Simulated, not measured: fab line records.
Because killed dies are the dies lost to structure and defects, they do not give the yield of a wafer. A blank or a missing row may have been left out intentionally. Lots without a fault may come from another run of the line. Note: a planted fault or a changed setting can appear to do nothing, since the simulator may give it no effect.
Which tool was responsible? | flow sky130 | 7 lots, 21 wafers sampled, at 3 steps of a route of 708

WHAT THE GAUGES SHOWED, per wafer
SKY_NWELL_RS_MEAS_29: measures by four-point-probe.
lot  | measured     | on           | NWELL_RS (ohm/sq)
L368 | day 5 21:12  | filmMetro-03 | 620.2 622.4 621.2
L370 | day 6 05:01  | filmMetro-03 | 622.5 624.0 623.3
L372 | day 6 20:06  | filmMetro-03 | 623.4 623.8 622.6
L375 | day 7 15:40  | filmMetro-04 | 648.4 647.2 647.5
L377 | day 8 04:26  | filmMetro-03 | 649.4 648.2 649.6
L384 | day 9 15:49  | filmMetro-04 | 622.7 622.7 623.2
L387 | day 10 11:49 | filmMetro-03 | 623.5 622.7 624.3

WHAT TOOL EACH LOT RAN ON (gives the tool, then ch and the chambers of the sampled wafers, and finally the start)
lot  | SKY_FIELD_ISO_CMP_27         | SKY_NWELL_IMPLANT_13
L368 | cmp-02 ch 0,1,3, day 2 21:30 | implanter-03 ch 0, day 5 03:13
L370 | cmp-02 ch 1,2,3, day 3 05:56 | implanter-02 ch 0, day 5 10:16
L372 | cmp-01 ch 1,3, day 3 18:31   | implanter-03 ch 0, day 6 00:39
L375 | cmp-01 ch 0,3, day 4 11:06   | implanter-02, day 6 20:19
L377 | cmp-02 ch 0,1,3, day 4 20:48 | implanter-03, day 7 07:59
L384 | cmp-01 ch 0,1,3, day 6 06:33 | implanter-02 ch 0, day 8 19:40
L387 | cmp-01 ch 1,2,3, day 6 21:12 | implanter-03 ch 0, day 9 12:53
- SKY_FIELD_ISO_CMP_27: polishes, stops on Si3N4, t overpolish 16 s, target thk 457.8 nm.
- SKY_NWELL_IMPLANT_13

THE ANSWER, worked out from the rows above alone
Rule: what is usual is taken from the lots themselves. The widest of any qualifying gaps counts: lots, ordered by their means at a reading, are off when they make up no more than a third of the lots, leave a main group of 4 or more, and stand apart from it by 3 or more times the standard deviation of that group's means. Not used: any main group whose means are identical at the precision the tables above print for the reading. Also off: a lot with no number at a reading for which 4 or more lots have one. All remaining lots with rows at the step are treated as sound.
Off: L375, L377, at SKY_NWELL_RS_MEAS_29 (NWELL_RS). Main group: mean 622.8 ohm/sq, sd 0.81.
A tool fits if, at a process step before that reading, it ran every lot that is off, and no sound lot after the first of them. Those tools and the gauges at SKY_NWELL_RS_MEAS_29 are tried in the same way. Not one of the candidates tried fits.

WHAT THE SIMULATOR PUT IN
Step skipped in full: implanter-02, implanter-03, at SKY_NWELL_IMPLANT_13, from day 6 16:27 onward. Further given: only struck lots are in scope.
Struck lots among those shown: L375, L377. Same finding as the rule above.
